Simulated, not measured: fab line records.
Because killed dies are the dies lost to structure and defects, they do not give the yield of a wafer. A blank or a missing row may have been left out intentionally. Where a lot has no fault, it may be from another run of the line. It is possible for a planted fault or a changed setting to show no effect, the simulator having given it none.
Chamber matching + flow gf180mcu + pecvd-01 running GF_V3_CVD_02: 3 sister chambers
The step deposits SiO2 from TEOS, target thk 850 nm, time 94.851 s. 6 wafers are shown with their chamber, then 7 later ones without.

WAFERS PAIRED WITH THEIR CHAMBERS
| wafer  | chamber | heater_power_w (W) |
|--------|---------|--------------------|
| L078.6 | 2       | 506                |
| L079.2 | 1       | 720                |
| L083.2 | 1       | 607                |
| L083.4 | 0       | 429                |
| L086.1 | 2       | 488                |
| L086.2 | 0       | 476                |

WAFERS WITHOUT THEIR CHAMBER
| wafer  | heater_power_w (W) |
|--------|--------------------|
| L086.3 | 689                |
| L087.2 | 516                |
| L087.3 | 470                |
| L087.4 | 511                |
| L093.2 | 561                |
| L093.5 | 675                |
| L093.6 | 434                |

WHICH CHAMBER EACH ONE RAN IN
| wafer  | from the rows above          | in truth |
|--------|------------------------------|----------|
| L086.3 | 1                            | 1        |
| L087.2 | can't be placed: 2 or 0      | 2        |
| L087.3 | can't be placed: 0 or 2      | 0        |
| L087.4 | can't be placed: 2 or 0      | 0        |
| L093.2 | can't be placed: 2 or 1 or 0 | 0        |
| L093.5 | 1                            | 1        |
| L093.6 | can't be placed: 0 or 2      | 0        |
Placed correctly: 2 of 7. Cannot be placed on the basis of these rows: 5; the candidates contain the true chamber in 5. Wrongly placed: 0.
How it was worked out, from the rows above alone: a wafer's distance from a chamber is the root of the sum, over the readings, of the square of ((its reading less the chamber's mean) divided by the reading's scatter). The wafer belongs to the nearest chamber; if the next one is less than 2 further off, it can't be placed. The mean given for a chamber averages the wafers shown for that chamber. The scatter: take each reading less its chamber's mean, square it, sum over the shown wafers, divide by the number of wafers less the number of chambers, and take the root.
